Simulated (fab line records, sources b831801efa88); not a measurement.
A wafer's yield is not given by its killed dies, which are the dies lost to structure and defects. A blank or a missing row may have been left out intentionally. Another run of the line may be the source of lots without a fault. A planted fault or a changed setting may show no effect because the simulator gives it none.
A lot that was struck, set against a sound lot -- flow sfq_line -- 14 steps out of a route of 325
Sound: the wafers L969.1, L969.2, L969.4. Struck: wafer L964.6 (left out: L964.2, L964.3 of the same lot, which were not struck); the cause appears at the end.
Order at every step that has rows: each side's tool, ch and its chambers, its first start. Under that, the readings that differ: sound wafers -- struck wafers -- difference of the means -- sigmas: that difference in standard deviations of wafers without a fault.
alike: same words and numbers on both sides, and readings whose means sit less than 2 such deviations apart. not compared: any withheld reading, any reading some wafer has no value for, any bound like >300 that may hide the same value, and any number with overlapping values for which the record gives no deviation.
A row with sigmas, a row that says differs or no value, or rows on one side alone: a step with any of these is where the two part. Numbers that don't overlap but have no deviation are shown without sigmas and don't part them. Lack of a reading on every wafer of one side parts them only where that side has two or more wafers.

first, 2 steps without rows for these wafers: SFQ_TRILAYER_I2_VIA_STRIP_SOLV_CLEAN_072 (cleans in NMP, time 600 s); SFQ_TRILAYER_M3_DEP_PRE_CLEAN_074 (time 22.5 s).
SFQ_TRILAYER_M3_DEP_SPUTTER_073: material Nb, target thk 200 nm, time 135.6 s.
  sound: pvd_sputter-03 at day 44 17:37; struck: pvd_sputter-05 at day 42 15:13
  alike: cathode_dc_power_W, throttle_valve_pct
SFQ_M3_RS_MEAS_919: uses a four-point probe to measure.
  sound: film_metro-02 at day 44 17:42; struck: film_metro-02 at day 42 15:19
  alike: M3_NB_RS
then, 6 steps without rows for these wafers: SFQ_TRILAYER_M3_LITHO_COAT_080 (resist thk 62 nm); SFQ_TRILAYER_M3_LITHO_COAT_075 (resist thk 600 nm); SFQ_TRILAYER_M3_LITHO_SOFTBAKE_079; SFQ_TRILAYER_M3_LITHO_EXPOSE_076 (exposes mask M3, target cd 500 nm); SFQ_TRILAYER_M3_LITHO_PEB_078 (peb time 60 s); SFQ_TRILAYER_M3_LITHO_DEVELOP_077 (time 60 s).
-- the record jumps here: 6 days lie between the struck wafers' starts before and after --
SFQ_M3_OVL_MEAS_921:
  sound: overlay-01 at day 51 05:09; struck: overlay-01 at day 49 00:06
reading,sound,struck,difference,sigmas
M3_OVL (nm),-5 -4 -1,10,+13,+2
SFQ_TRILAYER_M3_BARC_OPEN_METAL_ETCH_100: etches BARC in O2, target depth 125 nm, time 41.7 s.
  sound on rie_metal-03 ch 0,1, day 51 05:11; struck on rie_metal-04 ch 1, day 49 00:08
reading,sound,struck,difference,sigmas
drypump_motor_current_A (A),5.6 4.8 4.8,6.2,+1.1,+3
model.KrF_of_TRILAYER_M3_LITHO_COAT_075.thk_nm (nm),523.7 525.4 525,538.1,+13.4,
  alike: oes_product_au
  not compared: rf_hours_counter_h
SFQ_TRILAYER_M3_ETCH_METAL_ETCH_078: etches Nb in Cl2/Ar, stops on SiO2, target depth 240 nm, time 120 s.
  sound on rie_metal-03 ch 0,1, day 51 05:14; struck on rie_metal-04 ch 1, day 49 00:11
reading,sound,struck,difference,sigmas
drypump_motor_current_A (A),5.6 4.9 4.8,6.2,+1.1,+3
model.KrF_of_TRILAYER_M3_LITHO_COAT_075.thk_nm (nm),383.5 385.8 386.1,395.8,+10.7,
  alike: oes_product_au
  not compared: rf_hours_counter_h
SFQ_TRILAYER_M3_STRIP_STRIP_079: strips in O2.
  sound on rie_metal-03 ch 0,1, day 51 05:22; struck on rie_metal-04 ch 1, day 49 00:19
reading,sound,struck,difference,sigmas
drypump_motor_current_A (A),5.5 4.8 4.9,6.2,+1.1,+3
  alike: oes_product_au
  not compared: rf_hours_counter_h

## WHERE THEY PART
First at SFQ_M3_OVL_MEAS_921; last, within this record, at SFQ_TRILAYER_M3_STRIP_STRIP_079.

WHY: what had been put in by the simulator
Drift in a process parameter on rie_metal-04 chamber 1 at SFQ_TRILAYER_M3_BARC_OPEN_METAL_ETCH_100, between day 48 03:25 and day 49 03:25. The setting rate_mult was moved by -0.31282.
